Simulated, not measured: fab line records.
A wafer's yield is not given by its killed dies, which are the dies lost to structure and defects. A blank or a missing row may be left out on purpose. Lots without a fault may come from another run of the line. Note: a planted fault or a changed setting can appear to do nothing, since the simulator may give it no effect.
8D (eight disciplines) problem report, filled in by code || flow sky130 || the parts of the form that need people (team, actions taken, sign-off) are left out

== 1. THE PROBLEM ==
oes product au at SKY_CAP2M_METAL_ETCH_13 reads a mean of 0.856 a.u. on 1 wafer of 1 lot; wafers without a fault read 0.943 a.u. with a standard deviation of 0.0087. That puts it -10 standard deviations away from the usual mean.
The step: etches TiN in Cl2/BCl3, stops on SiO2, target depth 220 nm, time 62.9 s.
First observed at day 44 19:41: wafer L130.4, on rie metal-04. The record has a number at this step for 30 wafers belonging to 10 lots. By rule, "out" or "out of limits" means more than 4 standard deviations away from the usual mean. All remaining wafers that have a number are taken as sound.

== 2. WHAT THIS IS AND IS NOT ==
{"question": "which readings at this step", "is": "oes product au, throttle valve pct", "is not": "drypump motor current A, he backside leak sccm"}
{"question": "which lots", "is": "L130", "is not": "L117, L118, L119, L122, L134, L135, L136, L137, L139"}
{"question": "which wafers of those lots", "is": "L130.4", "is not": "L130.1, L130.3"}
{"question": "read on which tools", "is": "rie metal-04", "is not": "rie metal-01, rie metal-03"}
{"question": "when", "is": "from day 44 19:41", "is not": "up to then (14 sound wafers); but 15 sound wafers of L134, L135, L136, L137, L139 came after"}

== 3. SUSPECTS, AND WHAT RULES EACH OUT ==
Counting: a tool at a process step up to the reading stays a suspect if it ran every lot that is out. Sound lots after the first of them don't rule it out here, since some wafers of a struck lot are sound.
- rie si-02 at SKY_FIELD_ISO_ETCH_17 (etches Si in HBr/Cl2/O2, target depth 342 nm, time 97.7 s): kept. It processed L130, the lot that is out, at day 5 08:03, and its most recent sound lot before then was L119 at day 2 20:14.
- rie metal-04 at SKY_CAP2M_METAL_ETCH_13 (etches TiN in Cl2/BCl3, stops on SiO2, target depth 220 nm, time 62.9 s): kept. It processed L130, the lot that is out, at day 44 19:41, and its most recent sound lot before then was L119 at day 42 00:12. Its own readings are out on those wafers: oes product au, throttle valve pct.
- At SKY_FIELD_ISO_ETCH_17, inside rie si-02: chamber 1 took the wafers that are out, while their sound lot-mates went through chambers 0, 2.
The count leaves rie metal-04 at SKY_CAP2M_METAL_ETCH_13 and rie si-02 at SKY_FIELD_ISO_ETCH_17.

== 4. THE CAUSE (what the simulator had put in) ==
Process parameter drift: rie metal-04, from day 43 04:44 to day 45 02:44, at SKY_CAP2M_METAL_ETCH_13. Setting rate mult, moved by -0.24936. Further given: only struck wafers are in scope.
After counting, 2 suspects remain, this tool included.

== 5. THE EFFECT CHAIN, in route order ==
Each row: a reading whose mean over the struck wafers that have a number lies more than 3 standard deviations from the usual. Scope: only readings with a usual standard deviation given in the record; hours: median across lots of the time from each lot's start at the first step in this table that gives one to its start at this step; sigmas: change in usual standard deviations.
{"hours": 0, "step": "SKY_CAP2M_METAL_ETCH_13", "reading": "oes product au", "usual": "0.943 a.u.", "on struck wafers": 0.856, "change": -0.087, "sigmas": -10}
{"hours": 0, "step": "SKY_CAP2M_METAL_ETCH_13", "reading": "throttle valve pct", "usual": "21.901 %", "on struck wafers": 21.985, "change": "+0.084", "sigmas": "+7.6"}
{"hours": 0, "step": "SKY_CAP2M_STRIP_14", "reading": "strip time to endpoint s", "usual": "12.62 s", "on struck wafers": 12.99, "change": "+0.37", "sigmas": "+7.6"}
{"hours": 108, "step": "SKY_PAD_OPEN_PROBE_99", "reading": "defect limited yield", "usual": "82.5 %", "on struck wafers": 0.0, "change": -82.5, "sigmas": -43}
{"hours": 108, "step": "SKY_PAD_OPEN_PROBE_99", "reading": "killed at other", "usual": 0.3, "on struck wafers": 418.0, "change": "+417.7", "sigmas": "+99 or more"}
{"hours": 108, "step": "SKY_PAD_OPEN_PROBE_99", "reading": "killed dies", "usual": 86, "on struck wafers": 492, "change": "+406", "sigmas": "+42"}
{"hours": 108, "step": "SKY_PAD_OPEN_PROBE_99", "reading": "killed on rim", "usual": 17, "on struck wafers": 96, "change": "+79", "sigmas": "+23"}
{"hours": 108, "step": "SKY_PAD_OPEN_PROBE_99", "reading": "sort_bin_3_pad_short", "usual": "0.9 %", "on struck wafers": 87.0, "change": "+86.1", "sigmas": "+99 or more"}
{"hours": 108, "step": "SKY_PAD_OPEN_PROBE_99", "reading": "sort n pass", "usual": 406, "on struck wafers": 0, "change": -406, "sigmas": -42}
{"hours": 108, "step": "SKY_PAD_OPEN_PROBE_99", "reading": "sort yield pct", "usual": "82.5 %", "on struck wafers": 0.0, "change": -82.5, "sigmas": -43}
The process steps in it:
- SKY_CAP2M_METAL_ETCH_13: etches TiN in Cl2/BCl3, stops on SiO2, target depth 220 nm, time 62.9 s.
- SKY_CAP2M_STRIP_14: strips in O2/N2.
- SKY_PAD_OPEN_PROBE_99

== 6. HOW IT WOULD HAVE BEEN CAUGHT EARLIER ==
First out-of-limits reading in this record: day 44 19:41, which is 39 hours after fault onset at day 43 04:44.
